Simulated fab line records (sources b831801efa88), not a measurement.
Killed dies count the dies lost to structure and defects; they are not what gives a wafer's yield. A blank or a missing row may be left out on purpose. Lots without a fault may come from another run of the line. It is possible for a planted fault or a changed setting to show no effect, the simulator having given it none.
fab line records	flow sky130
[record] lots = 24	wafers = 72	lastDay = 50
route steps=708 shown FIELD_ISO@26 METAL1@453 VIA2@530 METAL3@564 VIA3@597
lots that met no fault: taken from a fault-free run of the same line
startH: hours from the record's first day to the start of the lot's first wafer shown	waitH: hours from the lot's prior step to this one	" the same as in the row above	L1.1+2: a single row standing in for several wafers	- value missing, or start not given	* or withheld: withheld	< > ~ a bound
route shown NAME@n: a module of which the file shows steps, and the number in the route of the first	usual: mean/standard deviation taken from wafers without a fault	same: alike in all rows	chamber/n: place in a boat	sites: per-site readings	_std_site: standard deviation of those values	_edge_site: the outer-site mean with the inner-site mean subtracted	radiusMm: for every site, how far away it sits from the centre of the wafer	mask NAME#n: copy n	behind: the last tool/chamber to shape the wafer	hold: what put the lot on hold/how long, in hours/how the hold closed	device: names the non-switching transistor (n, p or np)	end of line: the same wafers' tests at the end of the route	step lacking rows: just its recipe	killed: dies lost to structure and defects at the first sort, not the wafer's yield	map: dies across one wafer; x = killed, . = not, _ = none there
set.NAME: the run value of the setting; set.NAME@STEP: its run value at that earlier step	model.NAME: the simulator's own value behind a step, which no gauge read
steps of the route over a sample of lots; a table a step, a row a wafer
services: from which hour (startH, from the record's first day; less than 0 if before it) a tool's chamber was out of use, for how many hours, and why
[[steps]]
[step SKY_FIELD_ISO_THK_MEAS_25]
[recipe] reads = SiO2_of_FIELD_ISO_CVD_24
[usual] FIELD_ISO_CVD_24_THK = 594/5.3
lot.wafer	tool	chamber	startH	waitH	FIELD_ISO_CVD_24_THK[nm]
L074.1	filmMetro-01	-	29.89	0.0	590
L074.2	"	-	"	"	591
L074.6	"	-	"	"	593
L075.2	filmMetro-03	-	36.45	0.0	592
L075.3	"	-	"	"	596
L075.6	"	-	"	"	589
L076.1	filmMetro-01	-	41.44	0.0	588
L076.2	"	-	"	"	588
L076.5	"	-	"	"	594
L077.2	filmMetro-03	-	47.98	0.1	587
L077.3	"	-	"	"	590
L077.6	"	-	"	"	592
L078.1	filmMetro-01	-	52.37	0.0	607
L078.3	"	-	"	"	600
L078.4	"	-	"	"	603
L079.3	filmMetro-03	-	59.37	0.1	595
L079.4	"	-	"	"	597
L079.6	"	-	"	"	593
L080.3	filmMetro-03	-	60.61	0.1	593
L080.4	"	-	"	"	596
L080.6	"	-	"	"	591
L081.3	filmMetro-01	-	66.16	0.2	590
L081.5	"	-	"	"	596
L081.6	"	-	"	"	594
L082.1	filmMetro-03	-	73.02	0.1	594
L082.3	"	-	"	"	596
L082.4	"	-	"	"	589
L083.2	filmMetro-01	-	81.27	0.0	596
L083.4	"	-	"	"	590
L083.5	"	-	"	"	592
L084.4	filmMetro-01	-	85.98	0.0	602
L084.5	"	-	"	"	594
L084.6	"	-	"	"	600
L085.1	filmMetro-03	-	90.54	0.0	597
L085.3	"	-	"	"	597
L085.4	"	-	"	"	598
L086.1	filmMetro-03	-	95.61	0.0	601
L086.3	"	-	"	"	588
L086.6	"	-	"	"	599
L087.2	filmMetro-03	-	99.79	0.0	594
L087.4	"	-	"	"	593
L087.5	"	-	"	"	588
L088.1	filmMetro-01	-	105.67	0.0	592
L088.3	"	-	"	"	588
L088.4	"	-	"	"	589
L089.1	filmMetro-01	-	110.95	0.0	596
L089.2	"	-	"	"	600
L089.6	"	-	"	"	595
L090.2	filmMetro-02	-	114.01	0.0	586
L090.4	"	-	"	"	595
L090.5	"	-	"	"	594
L091.2	filmMetro-03	-	119.05	0.0	601
L091.5	"	-	"	"	598
L091.6	"	-	"	"	600
L092.4	filmMetro-01	-	124.97	0.0	600
L092.5	"	-	"	"	601
L092.6	"	-	"	"	592
L093.1	filmMetro-01	-	130.50	0.0	598
L093.4	"	-	"	"	584
L093.5	"	-	"	"	590
L094.2	filmMetro-01	-	134.85	0.0	602
L094.3	"	-	"	"	602
L094.5	"	-	"	"	598
L095.4	filmMetro-03	-	140.16	0.0	595
L095.5	"	-	"	"	593
L095.6	"	-	"	"	597
L096.2	filmMetro-01	-	146.71	0.0	603
L096.4	"	-	"	"	598
L096.6	"	-	"	"	605
L097.2	filmMetro-03	-	153.16	0.0	587
L097.4	"	-	"	"	592
L097.5	"	-	"	"	592
[step SKY_METAL1_METAL_ETCH_19]
[recipe] targetDepthA = 3600	stopOn = SiO2	overEtchFrac = 0.3	timeS = 78	chemistry = Cl2/BCl3	resistSidewallDeg = 88	pressureMtorr = 10	icpW = 900	biasW = 48.5	Cl2_flow_sccm = 60	bcl3FlowSccm = 30
[usual] chamberPressureMTorr = 10.000/0.0084	drypumpMotorCurrentA = 5.6/0.38	oesProductAu = 0.856/0.0057	throttleValvePct = 22.266/0.0087
lot.wafer	tool	chamber	startH	waitH	chamberPressureMTorr	drypumpMotorCurrentA	oesProductAu	rfHoursCounterH	throttleValvePct
L074.1	rieMetal-02	0	757.53	0.0	10.003	5.6	0.853	9	22.271
L074.2	"	1	"	"	10.005	6.0	0.855	1	22.270
L074.6	"	0	"	"	10.006	5.6	0.854	-	22.274
L075.2	rieMetal-01	0	770.88	0.0	9.988	6.1	0.854	11	22.265
L075.3	"	0	"	"	10.011	6.1	0.862	-	22.265
L075.6	"	0	"	"	9.988	6.0	0.861	-	22.268
L076.1	rieMetal-04	0	781.98	0.0	9.992	5.1	0.857	4	22.264
L076.2	"	1	"	"	10.004	5.2	0.867	2	22.270
L076.5	"	1	"	"	10.003	5.2	0.865	-	22.268
L077.2	rieMetal-04	1	787.23	0.0	10.004	5.2	0.865	3	22.263
L077.3	"	0	"	"	10.000	5.1	0.852	-	22.279
L077.6	"	0	"	"	9.991	5.1	0.860	-	22.267
L078.1	rieMetal-01	1	800.58	0.0	10.000	6.0	0.860	7	22.260
L078.3	"	0	"	"	9.999	6.0	0.853	-	22.271
L078.4	"	1	"	"	9.989	6.0	0.852	-	22.260
L080.3	rieMetal-04	0	805.90	0.1	10.003	5.1	0.855	-	22.263
L080.4	"	1	"	"	9.987	5.3	0.850	-	22.261
L080.6	"	0	"	"	9.994	5.1	0.846	-	22.279
L079.3	rieMetal-04	0	809.01	0.1	9.993	5.1	0.862	-	22.256
L079.4	"	1	"	"	10.002	5.2	0.859	-	22.264
L079.6	"	0	"	"	10.013	5.1	0.855	-	22.263
L081.3	rieMetal-02	0	818.05	0.1	9.999	5.6	0.855	-	22.263
L081.5	"	1	"	"	9.988	6.0	0.855	-	22.281
L081.6	"	0	"	"	10.005	5.6	0.863	-	22.279
L082.1	rieMetal-02	0	830.97	0.0	9.991	5.6	0.853	12	22.261
L082.3	"	0	"	"	10.003	5.6	0.851	-	22.271
L082.4	"	1	"	"	10.018	6.0	0.849	-	22.269
L083.2	rieMetal-04	1	839.19	0.0	10.006	5.3	0.853	5	22.271
L083.4	"	0	"	"	9.999	5.1	0.850	-	22.245
L083.5	"	0	"	"	9.998	5.1	0.849	-	22.275
L084.4	rieMetal-02	0	848.06	0.1	9.999	5.6	0.848	-	22.261
L084.5	"	0	"	"	10.001	5.6	0.862	-	22.267
L084.6	"	1	"	"	9.996	6.0	0.858	-	22.264
L085.1	rieMetal-01	1	855.52	0.0	10.004	5.9	0.857	9	22.270
L085.3	"	1	"	"	9.993	5.9	0.859	-	22.258
L085.4	"	0	"	"	10.001	6.0	0.861	-	22.276
L086.1	rieMetal-01	1	857.82	0.0	9.990	6.0	0.846	9	22.271
L086.3	"	0	"	"	10.003	6.1	0.855	-	22.266
L086.6	"	0	"	"	9.988	6.1	0.855	-	22.265
L088.1	rieMetal-04	0	871.63	0.0	9.998	5.1	0.856	8	22.269
L088.3	"	1	"	"	9.994	5.2	0.855	-	22.273
L088.4	"	0	"	"	10.009	5.1	0.859	-	22.277
L089.1	rieMetal-02	0	880.17	0.0	10.014	5.6	0.850	13	22.280
L089.2	"	1	"	"	10.010	6.0	0.867	5	22.271
L089.6	"	0	"	"	10.001	5.6	0.849	-	22.269
L090.2	rieMetal-01	1	882.78	0.0	10.009	6.0	0.853	10	22.261
L090.4	"	1	"	"	9.993	6.0	0.843	-	22.273
L090.5	"	1	"	"	10.003	6.0	0.846	-	22.272
L087.2	rieMetal-01	0	886.93	0.0	10.003	6.1	0.854	16	22.264
L087.4	"	0	"	"	9.995	6.1	0.858	-	22.269
L087.5	"	1	"	"	10.006	6.0	0.854	-	22.275
L091.2	rieMetal-02	0	889.95	0.1	9.993	5.6	0.849	-	22.264
L091.5	"	0	"	"	10.006	5.6	0.851	-	22.272
L091.6	"	0	"	"	9.990	5.6	0.849	-	22.260
L092.4	rieMetal-01	0	894.56	0.1	10.000	6.0	0.854	-	22.264
L092.5	"	1	"	"	9.986	5.9	0.856	-	22.272
L092.6	"	0	"	"	9.990	6.1	0.859	-	22.255
L093.1	rieMetal-01	1	905.28	0.0	10.007	6.0	0.857	11	22.269
L093.4	"	1	"	"	9.992	6.0	0.854	-	22.260
L093.5	"	1	"	"	10.007	5.9	0.868	-	22.265
L094.2	rieMetal-02	0	915.37	0.1	10.008	5.6	0.853	-	22.273
L094.3	"	0	"	"	9.998	5.6	0.857	-	22.292
L094.5	"	0	"	"	10.002	5.6	0.857	-	22.258
L095.4	rieMetal-04	1	917.75	0.1	9.998	5.2	0.860	-	22.258
L095.5	"	1	"	"	9.993	5.3	0.857	-	22.258
L095.6	"	0	"	"	10.006	5.1	0.865	-	22.263
L096.2	rieMetal-04	0	925.80	0.0	9.992	5.1	0.856	10	22.257
L096.4	"	0	"	"	9.996	5.1	0.850	-	22.250
L096.6	"	0	"	"	10.021	5.1	0.868	-	22.263
L097.2	rieMetal-01	1	930.58	0.0	9.991	6.0	0.850	13	22.278
L097.4	"	0	"	"	9.995	6.0	0.852	-	22.248
L097.5	"	0	"	"	9.996	6.0	0.858	-	22.286
[step SKY_VIA2_THK_MEAS_23]
[recipe] thkMeasGauge = xrf	reads = W_of_VIA2_CVD_21
[usual] VIA2_W_THK = 424/9.8
lot.wafer	tool	chamber	startH	waitH	VIA2_W_THK[nm]
L074.1	filmMetro-02	-	840.44	0.1	437
L074.2	"	-	"	"	417
L074.6	"	-	"	"	417
L075.2	filmMetro-02	-	855.32	0.1	409
L075.3	"	-	"	"	416
L075.6	"	-	"	"	413
L076.1	filmMetro-02	-	866.43	0.1	427
L076.2	"	-	"	"	428
L076.5	"	-	"	"	429
L077.2	filmMetro-03	-	870.22	0.1	424
L077.3	"	-	"	"	423
L077.6	"	-	"	"	423
L078.1	filmMetro-02	-	884.49	0.1	423
L078.3	"	-	"	"	435
L078.4	"	-	"	"	418
L080.3	filmMetro-02	-	889.47	0.1	446
L080.4	"	-	"	"	427
L080.6	"	-	"	"	440
L079.3	filmMetro-02	-	892.25	0.1	439
L079.4	"	-	"	"	426
L079.6	"	-	"	"	420
L081.3	filmMetro-02	-	902.45	0.1	446
L081.5	"	-	"	"	439
L081.6	"	-	"	"	424
L082.1	filmMetro-02	-	912.88	0.1	423
L082.3	"	-	"	"	415
L082.4	"	-	"	"	418
L083.2	filmMetro-03	-	922.38	0.1	434
L083.4	"	-	"	"	421
L083.5	"	-	"	"	424
L084.4	filmMetro-02	-	929.94	0.1	415
L084.5	"	-	"	"	411
L084.6	"	-	"	"	428
L085.1	filmMetro-03	-	936.84	0.1	431
L085.3	"	-	"	"	417
L085.4	"	-	"	"	432
L086.1	filmMetro-03	-	939.94	0.1	415
L086.3	"	-	"	"	428
L086.6	"	-	"	"	433
L088.1	filmMetro-02	-	952.49	0.1	440
L088.3	"	-	"	"	440
L088.4	"	-	"	"	420
L089.1	filmMetro-02	-	961.14	0.1	434
L089.2	"	-	"	"	425
L089.6	"	-	"	"	416
L090.2	filmMetro-03	-	961.50	0.1	417
L090.4	"	-	"	"	414
L090.5	"	-	"	"	409
L087.2	filmMetro-01	-	966.50	0.1	421
L087.4	"	-	"	"	422
L087.5	"	-	"	"	444
L091.2	filmMetro-03	-	969.40	0.1	416
L091.5	"	-	"	"	416
L091.6	"	-	"	"	415
L092.4	filmMetro-02	-	974.07	0.1	429
L092.5	"	-	"	"	433
L092.6	"	-	"	"	421
L093.1	filmMetro-02	-	982.95	0.1	413
L093.4	"	-	"	"	422
L093.5	"	-	"	"	417
L094.2	filmMetro-02	-	994.70	0.1	420
L094.3	"	-	"	"	420
L094.5	"	-	"	"	425
L095.4	filmMetro-03	-	994.73	0.1	406
L095.5	"	-	"	"	431
L095.6	"	-	"	"	405
L096.2	filmMetro-01	-	1002.74	0.1	438
L096.4	"	-	"	"	422
L096.6	"	-	"	"	421
L097.2	filmMetro-03	-	1007.13	0.1	413
L097.4	"	-	"	"	427
L097.5	"	-	"	"	413
[step SKY_METAL3_OVL_MEAS_14]
[usual] METAL3_OVL = -1/5.7
lot.wafer	tool	chamber	startH	waitH	METAL3_OVL[nm]
L074.1	overlay-02	-	894.05	0.1	-1
L074.2	"	-	"	"	-4
L074.6	"	-	"	"	0
L075.2	overlay-01	-	907.35	0.1	2
L075.3	"	-	"	"	-5
L075.6	"	-	"	"	-6
L076.1	overlay-01	-	919.24	0.1	1
L076.2	"	-	"	"	1
L076.5	"	-	"	"	-1
L077.2	overlay-01	-	921.40	0.1	-2
L077.3	"	-	"	"	-6
L077.6	"	-	"	"	-4
L078.1	overlay-01	-	935.89	0.1	4
L078.3	"	-	"	"	2
L078.4	"	-	"	"	-1
L080.3	overlay-01	-	940.40	0.1	-8
L080.4	"	-	"	"	2
L080.6	"	-	"	"	0
L079.3	overlay-01	-	944.05	0.1	-4
L079.4	"	-	"	"	9
L079.6	"	-	"	"	3
L081.3	overlay-01	-	953.02	0.1	-2
L081.5	"	-	"	"	-3
L081.6	"	-	"	"	4
L082.1	overlay-02	-	963.49	0.1	-2
L082.3	"	-	"	"	-5
L082.4	"	-	"	"	-1
L083.2	overlay-01	-	972.80	0.1	-7
L083.4	"	-	"	"	-12
L083.5	"	-	"	"	-9
L084.4	overlay-02	-	979.31	0.1	-4
L084.5	"	-	"	"	5
L084.6	"	-	"	"	2
L085.1	overlay-01	-	985.74	0.1	-3
L085.3	"	-	"	"	-4
L085.4	"	-	"	"	1
L086.1	overlay-02	-	988.30	0.1	-5
L086.3	"	-	"	"	5
L086.6	"	-	"	"	4
L088.1	overlay-02	-	1000.99	0.1	-5
L088.3	"	-	"	"	-3
L088.4	"	-	"	"	-12
L089.1	overlay-02	-	1008.99	0.1	-3
L089.2	"	-	"	"	-3
L089.6	"	-	"	"	-11
L090.2	overlay-01	-	1009.01	0.1	-5
L090.4	"	-	"	"	1
L090.5	"	-	"	"	-10
L087.2	overlay-01	-	1014.60	0.1	0
L087.4	"	-	"	"	-10
L087.5	"	-	"	"	2
L091.2	overlay-02	-	1017.50	0.1	7
L091.5	"	-	"	"	-5
L091.6	"	-	"	"	0
L092.4	overlay-01	-	1022.06	0.1	5
L092.5	"	-	"	"	8
L092.6	"	-	"	"	3
L093.1	overlay-01	-	1030.55	0.1	0
L093.4	"	-	"	"	4
L093.5	"	-	"	"	10
L094.2	overlay-02	-	1041.25	0.1	11
L094.3	"	-	"	"	14
L094.5	"	-	"	"	10
L095.4	overlay-02	-	1041.61	0.1	-5
L095.5	"	-	"	"	-7
L095.6	"	-	"	"	-7
L096.2	overlay-02	-	1048.71	0.1	-4
L096.4	"	-	"	"	4
L096.6	"	-	"	"	-8
L097.2	overlay-01	-	1053.46	0.1	-4
L097.4	"	-	"	"	-1
L097.5	"	-	"	"	-5
[step SKY_METAL3_ETCH_16]
[recipe] chemistry = N2/H2	target = BARC	ionEnergyEv = 200	biasW = 100	pressureMtorr = 30	n2FlowSccm = 100	h2FlowSccm = 200	icpW = 500	stopOn = SiO2	timeS = 88.2	targetDepthA = 600
[usual] chamberPressureMTorr = 29.997/0.028	drypumpMotorCurrentA = 5.7/0.53	oesProductAu = 0.625/0.0042	throttleValvePct = 13.206/0.0096
lot.wafer	tool	chamber	startH	waitH	chamberPressureMTorr	drypumpMotorCurrentA	oesProductAu	rfHoursCounterH	throttleValvePct
L074.1	rieMetal-03	0	894.17	0.1	30.031	5.7	0.634	3	13.212
L074.2	"	0	"	"	30.002	5.7	0.624	-	13.208
L074.6	"	0	"	"	30.001	5.7	0.630	-	13.218
L075.2	rieMetal-03	1	907.42	0.0	29.940	6.7	0.628	0	13.218
L075.3	"	0	"	"	29.989	5.7	0.628	-	13.195
L075.6	"	0	"	"	29.964	5.6	0.619	-	13.200
L076.1	rieMetal-03	0	919.31	0.0	29.990	5.7	0.623	4	13.201
L076.2	"	1	"	"	30.023	6.6	0.624	1	13.209
L076.5	"	0	"	"	29.970	5.7	0.633	-	13.205
L077.2	rieMetal-02	0	921.52	0.1	29.989	5.6	0.634	-	13.215
L077.3	"	0	"	"	30.002	5.6	0.629	-	13.221
L077.6	"	0	"	"	30.040	5.6	0.623	-	13.217
L078.1	rieMetal-04	0	935.96	0.0	29.983	5.1	0.617	11	13.196
L078.3	"	0	"	"	30.004	5.1	0.622	-	13.202
L078.4	"	1	"	"	30.010	5.3	0.622	-	13.199
L080.3	rieMetal-02	1	940.49	0.0	29.966	6.0	0.623	-	13.192
L080.4	"	0	"	"	29.982	5.7	0.628	-	13.204
L080.6	"	1	"	"	30.015	6.0	0.626	-	13.204
L079.3	rieMetal-04	0	944.14	0.0	29.992	5.1	0.623	-	13.204
L079.4	"	1	"	"	30.030	5.3	0.629	-	13.201
L079.6	"	1	"	"	29.984	5.3	0.623	-	13.191
L081.3	rieMetal-04	1	953.11	0.0	29.991	5.3	0.625	-	13.211
L081.5	"	1	"	"	30.023	5.3	0.626	-	13.191
L081.6	"	0	"	"	29.945	5.1	0.627	-	13.201
L082.1	rieMetal-04	0	963.56	0.0	29.991	5.1	0.623	12	13.207
L082.3	"	1	"	"	29.970	5.3	0.626	-	13.222
L082.4	"	0	"	"	29.989	5.1	0.629	-	13.207
L083.2	rieMetal-02	1	972.86	0.0	30.037	6.0	0.629	8	13.202
L083.4	"	1	"	"	30.055	6.0	0.622	-	13.206
L083.5	"	0	"	"	29.978	5.6	0.619	-	13.187
L084.4	rieMetal-02	0	979.39	0.0	29.951	5.6	0.612	-	13.183
L084.5	"	1	"	"	30.027	6.0	0.620	-	13.214
L084.6	"	0	"	"	29.993	5.6	0.624	-	13.215
L085.1	rieMetal-02	1	985.81	0.0	29.973	6.0	0.626	8	13.207
L085.3	"	1	"	"	29.984	6.0	0.620	-	13.201
L085.4	"	0	"	"	30.041	5.6	0.630	-	13.196
L086.1	rieMetal-03	0	988.37	0.0	30.012	5.6	0.622	8	13.218
L086.3	"	0	"	"	29.989	5.6	0.618	-	13.217
L086.6	"	0	"	"	30.011	5.6	0.625	-	13.200
L088.1	rieMetal-03	1	1001.06	0.0	30.041	6.7	0.622	6	13.217
L088.3	"	1	"	"	30.029	6.7	0.625	-	13.201
L088.4	"	0	"	"	29.988	5.7	0.621	-	13.216
L089.1	rieMetal-03	0	1009.06	0.0	30.045	5.7	0.621	9	13.194
L089.2	"	1	"	"	29.956	6.7	0.627	6	13.227
L089.6	"	0	"	"	30.008	5.6	0.624	-	13.203
L090.2	rieMetal-04	1	1009.07	0.0	29.987	5.3	0.632	12	13.203
L090.4	"	0	"	"	30.033	5.1	0.625	-	13.192
L090.5	"	0	"	"	29.996	5.1	0.621	-	13.203
L087.2	rieMetal-04	0	1014.66	0.0	30.025	5.1	0.624	14	13.191
L087.4	"	0	"	"	30.029	5.1	0.623	-	13.204
L087.5	"	0	"	"	29.964	5.1	0.628	-	13.190
L091.2	rieMetal-04	1	1017.56	0.0	30.007	5.3	0.635	13	13.216
L091.5	"	1	"	"	29.992	5.3	0.631	-	13.215
L091.6	"	0	"	"	30.033	5.1	0.629	-	13.218
L092.4	rieMetal-03	1	1022.24	0.1	30.048	6.7	0.626	-	13.193
L092.5	"	1	"	"	29.955	6.7	0.622	-	13.207
L092.6	"	1	"	"	30.020	6.7	0.626	-	13.206
L093.1	rieMetal-03	1	1030.62	0.0	30.000	6.7	0.619	8	13.206
L093.4	"	0	"	"	29.966	5.6	0.623	-	13.215
L093.5	"	1	"	"	30.022	6.6	0.623	-	13.209
L094.2	rieMetal-03	0	1041.31	0.0	29.957	5.7	0.628	11	13.214
L094.3	"	0	"	"	30.006	5.6	0.629	-	13.212
L094.5	"	0	"	"	29.977	5.7	0.628	-	13.214
L095.4	rieMetal-02	1	1041.79	0.1	29.998	6.0	0.632	-	13.195
L095.5	"	1	"	"	30.026	6.0	0.625	-	13.211
L095.6	"	1	"	"	29.977	6.0	0.629	-	13.213
L096.2	rieMetal-04	1	1048.77	0.0	29.972	5.2	0.630	15	13.217
L096.4	"	1	"	"	29.998	5.3	0.624	-	13.201
L096.6	"	0	"	"	30.033	5.1	0.629	-	13.211
L097.2	rieMetal-02	0	1053.52	0.0	30.035	5.6	0.628	24	13.204
L097.4	"	1	"	"	30.026	6.0	0.628	-	13.191
L097.5	"	1	"	"	29.959	6.0	0.627	-	13.207
[step SKY_VIA3_CMP_24]
[recipe] stopOn = SiO2	tOverpolishS = 20	downForcePsi = 3.5	platenRpm = 60	targetThkNm = 0	padVelocityMS = 0.94248
[usual] edgeZonePressureFrac = 1.000/0.0051	motorCurrentA = 10.8/1.6	overpolishRunS = 20.001/0.0092	timeToEndpointS = 96/3.8
lot.wafer	tool	chamber	startH	waitH	edgeZonePressureFrac	motorCurrentA	overpolishRunS	timeToEndpointS
L074.1	cmp-02	1	921.88	0.1	1.000	12.1	20.010	95
L074.2	"	2	"	"	1.003	12.3	20.015	97
L074.6	"	1	"	"	0.994	11.6	19.998	93
L075.2	cmp-02	0	935.43	0.0	1.003	10.6	20.016	100
L075.3	"	1	"	"	0.993	12.0	19.988	94
L075.6	"	0	"	"	1.000	10.1	20.001	97
L076.1	cmp-01	3	947.10	0.1	0.994	8.6	20.004	95
L076.2	"	1	"	"	1.003	11.1	19.998	100
L076.5	"	0	"	"	0.998	8.9	19.992	100
L077.3	cmp-01	1	948.64	0.0	1.007	12.1	20.004	94
L077.2	"	0	"	"	0.999	8.2	19.997	93
L077.6	"	2	"	"	1.004	12.1	19.988	93
L078.4	cmp-02	3	962.93	0.0	1.000	12.9	20.008	97
L078.1	"	1	"	"	1.006	11.5	20.002	90
L078.3	"	2	"	"	0.995	12.3	19.997	101
L080.3	cmp-01	2	967.53	0.1	1.007	12.5	19.996	93
L080.4	"	0	"	"	1.009	8.8	20.008	95
L080.6	"	2	"	"	1.000	12.9	20.006	92
L079.3	cmp-01	2	971.04	0.1	0.995	12.1	20.000	96
L079.4	"	3	"	"	0.999	8.8	19.993	89
L079.6	"	1	"	"	0.999	11.5	20.008	93
L081.3	cmp-02	2	979.57	0.1	1.003	12.4	20.016	96
L081.6	"	0	"	"	1.010	10.5	20.004	95
L081.5	"	1	"	"	0.998	12.2	20.003	100
L082.3	cmp-01	2	990.00	0.0	0.999	12.5	20.019	99
L082.1	"	3	"	"	1.009	8.6	19.995	97
L082.4	"	0	"	"	0.997	8.8	20.007	99
L083.4	cmp-01	3	998.81	0.1	1.000	8.4	20.017	97
L083.2	"	1	"	"	0.997	12.1	20.001	96
L083.5	"	3	"	"	0.994	8.5	20.008	96
L084.4	cmp-01	0	1006.07	0.1	1.002	8.8	20.008	97
L084.6	"	3	"	"	0.987	8.1	20.006	97
L084.5	"	0	"	"	1.003	8.8	20.009	94
L085.3	cmp-01	1	1012.33	0.1	1.001	12.1	19.988	94
L085.4	"	2	"	"	1.008	12.1	20.005	94
L085.1	"	3	"	"	1.003	9.0	20.000	90
L086.1	cmp-02	2	1014.24	0.1	0.994	12.4	20.002	97
L086.3	"	0	"	"	1.002	10.6	20.010	98
L086.6	"	2	"	"	0.995	12.2	20.002	93
L088.1	cmp-01	2	1026.40	0.1	1.012	12.5	19.992	94
L088.4	"	3	"	"	1.003	8.5	19.999	95
L088.3	"	0	"	"	1.002	8.5	20.007	103
L089.1	cmp-01	1	1035.09	0.2	1.000	11.5	20.009	100
L089.2	"	3	"	"	1.004	8.6	19.997	103
L089.6	"	0	"	"	1.008	9.1	20.011	99
L090.2	cmp-02	3	1035.39	0.1	0.992	12.2	19.996	97
L090.4	"	0	"	"	1.009	10.3	20.011	98
L090.5	"	1	"	"	0.999	12.2	20.008	93
L087.4	cmp-01	0	1040.31	0.2	0.999	8.8	20.001	92
L087.2	"	2	"	"	1.005	12.1	20.007	99
L087.5	"	0	"	"	0.998	9.4	19.990	95
L091.2	cmp-01	0	1043.25	0.1	1.005	8.7	20.006	95
L091.5	"	2	"	"	1.001	12.3	19.998	91
L091.6	"	3	"	"	1.010	8.6	19.988	92
L092.4	cmp-01	1	1046.93	0.0	0.994	11.1	19.983	98
L092.6	"	1	"	"	0.996	11.6	20.001	98
L092.5	"	2	"	"	0.997	11.8	20.009	92
L093.1	cmp-01	2	1055.64	0.1	0.993	11.5	19.992	91
L093.4	"	0	"	"	1.000	8.7	20.004	96
L093.5	"	2	"	"	0.993	11.9	20.015	92
L094.3	cmp-02	0	1065.14	0.0	0.997	10.6	19.998	101
L094.2	"	2	"	"	1.003	13.7	19.987	101
L094.5	"	0	"	"	1.002	10.5	20.012	106
L095.4	cmp-01	0	1065.69	0.2	0.997	8.6	19.987	95
L095.6	"	1	"	"	1.002	12.1	20.006	95
L095.5	"	2	"	"	0.994	11.6	19.981	96
L096.4	cmp-02	1	1072.64	0.0	1.000	12.2	19.998	96
L096.2	"	3	"	"	0.994	12.4	20.004	106
L096.6	"	2	"	"	1.006	13.2	20.009	99
L097.4	cmp-01	2	1077.25	0.1	0.988	12.1	19.988	98
L097.2	"	1	"	"	1.003	11.5	20.006	104
L097.5	"	3	"	"	0.996	8.3	20.004	96
[[services]]
tool	chamber	startH	hours	kind
cmp-02	-	744.68	4.0	pm
rieMetal-04	-	745.58	15.6	pm
cmp-01	-	761.34	11.3	pm
rieMetal-04	-	764.22	0.3	repair
rieMetal-01	-	806.20	2.8	pm
rieMetal-02	-	807.01	0.8	repair
rieMetal-02	-	810.17	0.6	repair
cmp-01	-	823.54	1.1	repair
rieMetal-01	-	853.09	0.4	repair
cmp-01	-	859.08	4.2	pm
cmp-01	-	871.35	0.6	repair
rieMetal-02	1	880.58	48.4	repair
rieMetal-03	-	891.15	1.4	pm
rieMetal-01	-	911.02	0.7	repair
cmp-01	-	911.32	1.0	repair
cmp-01	-	916.91	4.0	pm
cmp-01	-	924.28	0.3	repair
rieMetal-01	1	935.69	20.8	repair
rieMetal-01	1	998.79	8.6	repair
rieMetal-01	0	1005.77	28.4	repair
rieMetal-03	0	1021.99	3.2	repair
cmp-01	-	1034.50	0.5	repair
rieMetal-02	0	1037.48	9.4	repair
cmp-01	-	1037.71	2.5	repair
[[key]]
fault none
